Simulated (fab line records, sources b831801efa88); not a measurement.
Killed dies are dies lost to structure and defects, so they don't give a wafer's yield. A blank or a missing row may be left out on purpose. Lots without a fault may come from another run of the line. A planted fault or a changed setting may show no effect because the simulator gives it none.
Chamber matching | flow gf180mcu | GF_POLY_GATE_ETCH_12 on rie_diel-01: 4 sister chambers
The step etches BARC in N2/H2. 4 wafers are shown with their chamber, then 8 later ones without.

WAFERS WITH THEIR CHAMBER
wafer  | chamber | oes_product_au (a.u.)
L088.1 | 2       | 0.734
L088.3 | 1       | 0.740
L088.6 | 0       | 0.738
L089.1 | 3       | 0.737

WAFERS WITHOUT THEIR CHAMBER
wafer  | oes_product_au (a.u.)
L089.3 | 0.742
L089.4 | 0.735
L091.2 | 0.732
L091.3 | 0.731
L091.6 | 0.727
L095.1 | 0.733
L095.3 | 0.741
L095.4 | 0.736

WHICH CHAMBER EACH WENT THROUGH
wafer  | from the rows above               | in truth
L089.3 | can't be placed: 1 or 0 or 3      | 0
L089.4 | can't be placed: 2 or 3 or 0 or 1 | 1
L091.2 | can't be placed: 2 or 3 or 0      | 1
L091.3 | can't be placed: 2 or 3 or 0      | 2
L091.6 | can't be placed: 2 or 3 or 0      | 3
L095.1 | can't be placed: 2 or 3 or 0      | 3
L095.3 | can't be placed: 1 or 0 or 3      | 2
L095.4 | can't be placed: 3 or 0 or 2 or 1 | 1
Placed correctly: 0 of 8. Can't be placed from these rows: 8 (the true chamber is among the candidates in 6). Placed wrongly: 0.
How it was worked out, from the rows above alone: a wafer's distance from a chamber is the root of the sum, over the readings, of the square of ((its reading less the chamber's mean) divided by the reading's scatter). The wafer belongs to the nearest chamber; if the next one is less than 2 further off, it can't be placed. A chamber's mean is the mean of its shown wafers. The scatter: with one shown wafer a chamber, the root of the mean of the squares of how far each hidden wafer lies from its nearest shown one.
